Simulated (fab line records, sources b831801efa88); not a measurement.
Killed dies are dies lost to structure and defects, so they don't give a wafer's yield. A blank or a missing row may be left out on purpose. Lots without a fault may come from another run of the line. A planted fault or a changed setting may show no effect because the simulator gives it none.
Problem report in the 8D (eight disciplines) form, filled by code | flow sky130 | the parts of the form that need people (team, actions taken, sign-off) are left out

1. THE PROBLEM
developer_temp_C at SKY_SONOS_TUNNEL_DEVELOP_06 reads a mean of 23.97 C on 6 wafers of 2 lots; wafers without a fault read 23.00 C with a standard deviation of 0.11. That is +8.8 standard deviations from the usual mean.
The step: develop time 60 s.
First seen on wafer L269.1, day 14 23:41, on litho_track-02. The record holds 42 wafers of 14 lots with a number at this step. Rule for "out", or "out of limits": more than 4 standard deviations from the usual mean. The other wafers with a number count as sound.

2. WHAT IT IS AND WHAT IT IS NOT
question                    | is                     | is not
which readings at this step | developer_temp_C       | -
which lots                  | L269, L273             | L258, L259, L260, L261, L262, L263, L264, L266, L271, L279, L280, L281
which wafers of those lots  | all that have a number | -
read on which tools         | litho_track-02         | litho_track-03, litho_track-04
when                        | from day 14 23:41      | up to then (24 sound wafers); but 12 sound wafers of L271, L279, L280, L281 came after

3. SUSPECTS, AND WHAT RULES EACH OUT
Counting: a tool at a process step up to the reading stays a suspect if it ran every lot that is out and no sound lot after the first of them.
- litho_track-02 at SKY_SONOS_TUNNEL_DEVELOP_06 (develop time 60 s): kept. It ran every lot that is out, first L269 (day 14 23:41), and no sound lot after that; its last sound lot up to then is L259 (day 11 14:13). Its own readings are out on those wafers: developer_temp_C.
Left after counting: litho_track-02 at SKY_SONOS_TUNNEL_DEVELOP_06.

4. THE CAUSE (what the simulator had put in)
Process parameter drift: litho_track-02, from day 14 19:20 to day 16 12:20, at SKY_SONOS_TUNNEL_DEVELOP_06. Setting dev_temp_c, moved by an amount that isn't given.
Counting left only this tool.

5. THE CHAIN OF EFFECTS, in route order
Each row: a reading whose mean over the struck wafers that have a number lies more than 3 standard deviations from the usual. Only readings for which the record gives a usual standard deviation are gone through. hours: the time from each lot's start at the first step in this table that gives one to its start at this step, as a median over the lots. sigmas: the change in usual standard deviations.
hours | step                        | reading          | usual   | on struck wafers | change | sigmas
0     | SKY_SONOS_TUNNEL_DEVELOP_06 | developer_temp_C | 23.00 C | 23.97            | +0.97  | +8.8
The process steps in it:
- SKY_SONOS_TUNNEL_DEVELOP_06: develop time 60 s.

6. WHAT WOULD HAVE CAUGHT IT SOONER
In this record the first reading out of limits was taken at day 14 23:41, 4 hours after the fault began at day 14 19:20.
